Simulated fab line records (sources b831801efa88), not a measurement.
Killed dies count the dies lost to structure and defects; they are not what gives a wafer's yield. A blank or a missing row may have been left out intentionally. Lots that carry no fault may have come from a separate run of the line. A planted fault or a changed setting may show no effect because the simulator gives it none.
2 desks, one fault / flow sky130 / what lay behind the numbers comes last; until then each desk has only its own

## AT THE METROLOGY DESK
What the gauges read for every lot (on any tool): the sampled wafers with a number, averaged. If a lot's mean is further than 4 standard deviations from the usual mean, the lot is out of limits and carries the mark OUT (the distance appears in the brackets).
Columns: A = cd_nm at SKY_METAL3_CD_MEAS_13, usual 300.6 nm; B = METAL3_OVL at SKY_METAL3_OVL_MEAS_14, usual -2 nm
lot=L367; first seen here=day 40 16:45; A=300.6; B=0
lot=L369; first seen here=day 41 01:11; A=300.7; B=0
lot=L372; first seen here=day 41 10:53; A=302.1; B=-5
lot=L373; first seen here=day 42 02:53; A=301.4; B=-2
lot=L374; first seen here=day 42 04:05; A=300.7; B=-4
lot=L377; first seen here=day 43 06:32; A=301.5; B=2
lot=L379; first seen here=day 44 02:04; A=297.7; B=-4
This desk's finding: nothing out of limits on any of the 7 lots.

## AT THE TOOL OWNER'S DESK: rie_metal-04
The tool's own readings at SKY_METAL3_ETCH_16 (etches BARC in N2/H2, stops on SiO2, time 88.2 s, target depth 60 nm): means of the sampled wafers that have a number, for each lot that ran on this tool. If a lot's mean is further than 4 standard deviations from the usual mean, the lot is out of limits and carries the mark OUT (the distance appears in the brackets).
Columns: A = drypump_motor_current_A at SKY_METAL3_ETCH_16, usual 6.1 A; B = he_backside_leak_sccm at SKY_METAL3_ETCH_16, usual 3.5 sccm; C = oes_product_au at SKY_METAL3_ETCH_16, usual 0.626 a.u.; D = throttle_valve_pct at SKY_METAL3_ETCH_16, usual 13.204 %
lot=L369; first seen here=day 41 01:22; A=6.4; B=3.5; C=0.624; D=13.200
lot=L372; first seen here=day 41 11:05; A=6.4; B=3.5; C=0.628; D=13.202
lot=L373; first seen here=day 42 03:04; A=6.3; B=3.6; C=0.624; D=13.196
lot=L374; first seen here=day 42 04:16; A=6.4; B=3.5; C=0.627; D=13.198
This desk's finding: nothing out of limits on any of the 4 lots.

## TAKEN TOGETHER
From the metrology desk's view, nothing was out of limits.
Nothing out of limits was seen by the tool owner's desk.

## WHAT THE SIMULATOR HAD INSERTED
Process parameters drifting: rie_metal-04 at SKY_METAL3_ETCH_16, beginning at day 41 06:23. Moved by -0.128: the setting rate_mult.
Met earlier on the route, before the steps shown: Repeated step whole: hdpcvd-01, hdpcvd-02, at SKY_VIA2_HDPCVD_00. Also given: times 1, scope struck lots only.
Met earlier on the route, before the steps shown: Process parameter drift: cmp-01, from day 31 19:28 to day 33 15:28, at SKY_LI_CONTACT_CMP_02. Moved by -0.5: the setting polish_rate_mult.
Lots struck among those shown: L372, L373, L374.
